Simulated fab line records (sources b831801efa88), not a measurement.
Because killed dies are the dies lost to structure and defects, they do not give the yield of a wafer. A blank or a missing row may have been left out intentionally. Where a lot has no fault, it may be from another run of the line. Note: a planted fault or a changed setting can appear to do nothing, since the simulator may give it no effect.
A lot that was struck, set against a sound lot :: flow sky130 :: 15 steps out of a route of 708
Sound: wafers L115.2, L115.4, L115.5. Wafers struck: L119.2, L119.4, L119.5. Last of all comes the cause.
At each step with rows: each side's tool, then ch and its chambers, then its first start. Under that, the readings that differ: sound wafers :: struck wafers :: difference of the means :: sigmas: that difference in standard deviations of wafers without a fault.
alike: words and numbers the same on both sides, and readings whose means are apart by under 2 such deviations; not compared: readings that were withheld, readings missing a value for some wafer, numbers with overlapping values and no deviation given by the record, and bounds like >300 which may hide the same value.
The two part at a step that has a row with sigmas, a row that says differs or no value, or rows on one side only. Non-overlapping numbers with no deviation appear without sigmas and do not part them. A reading that every wafer of one side lacks parts them only if that side has two wafers or more.

SKY_VIA2_ETCH_14: etches BARC in N2/H2, stops on SiO2, time 45.9 s, target depth 60 nm.
  sound on rie-diel-03 ch 0,3, day 40 14:20; struck on rie-diel-01 ch 1,2,3, day 41 12:20
reading: drypump-motor-current-A (A)
sound: 6.7 6.6 6.7
struck: 5.3 5.6 5.9
difference: -1.1
sigmas: -2
  alike: oes-product-au, throttle-valve-pct
  not compared: rf-hours-counter-h
SKY_VIA2_ETCH_15: etches SiO2 in C4F8/O2/Ar, stops on TiN, target depth 546 nm, time 84 s.
  sound on rie-diel-03 ch 0,3, day 40 14:23; struck on rie-diel-01 ch 1,2,3, day 41 12:23
  alike: oes-product-au
SKY_VIA2_STRIP_16: strips in O2/N2.
  sound on plasma-asher-01 ch 0,1, day 40 14:27; struck on plasma-asher-01 ch 1, day 41 12:27
  alike: drypump-motor-current-A, oes-product-au, strip-time-to-endpoint-s
  not compared: rf-hours-counter-h
then, 5 steps without rows for these wafers: SKY_VIA2_STRIP_17 (strips in post etch residue remover, time 1200 s); SKY_VIA2_CLEAN_18 (cleans in IPA, time 180 s); SKY_VIA2_CLEAN_19 (cleans in O3/DIW); SKY_VIA2_SPUTTER_20 (material TiN, target thk 20 nm, time 80 s); SKY_VIA2_CVD_21 (deposits W, target thk 420 nm, time 126.4 s).
SKY_VIA2_RS_MEAS_22: a four-point-probe measurement.
  sound on film-metro-01 at day 40 15:17; struck on film-metro-03 at day 41 13:15
  alike: VIA2_W_RS
SKY_VIA2_THK_MEAS_23: measures by xrf.
  sound on film-metro-01 at day 40 15:24; struck on film-metro-03 at day 41 13:22
reading: VIA2_W_THK (nm)
sound: 440 430 429
struck: 446 447 451
difference: +15
sigmas: +2
SKY_VIA2_CMP_24: polishes, stops on SiO2, t overpolish 20 s, target thk 0 nm.
  sound on cmp-01 ch 0,2,3, day 40 15:30; struck on cmp-01 ch 1,2,3, day 41 13:31
  alike: motor-current-A, overpolish-run-s, time-to-endpoint-s
then, 1 step without rows for these wafers: SKY_METAL3_SPUTTER_00 (material Ti, target thk 15 nm, time 10 s).
SKY_METAL3_SPUTTER_01: material TiN, target thk 20 nm, time 16.7 s.
  sound on pvd-sputter-01 at day 40 15:46; struck on pvd-sputter-02 at day 41 13:44
reading: model.TiN_of_METAL3_SPUTTER_01.thk-nm (nm)
sound: 20.11 20.31 20.09
struck: 21.07 20.91 21.77
difference: +1.08
sigmas: 
  alike: cathode-dc-power-W, chamber-pressure-pa, throttle-valve-pct
SKY_METAL3_SPUTTER_02: material AlCu, target thk 735 nm, time 37.31 s.
  sound on pvd-sputter-01 at day 40 15:48; struck on pvd-sputter-02 at day 41 13:46
reading: chamber-pressure-pa (Pa)
sound: 0.3987 0.4001 0.3992
struck: 0.4012 0.4008 0.4014
difference: +0.0018
sigmas: +2
  alike: cathode-dc-power-W, throttle-valve-pct
SKY_PAD_OPEN_PROBE_99:
  rows exist in the record for the sound wafers here (prober-02, day 49 04:54), none for the struck ones

## WHERE THEY PART
First at SKY_VIA2_ETCH_14; last, within this record, at SKY_PAD_OPEN_PROBE_99.

WHY: the cause the simulator had injected
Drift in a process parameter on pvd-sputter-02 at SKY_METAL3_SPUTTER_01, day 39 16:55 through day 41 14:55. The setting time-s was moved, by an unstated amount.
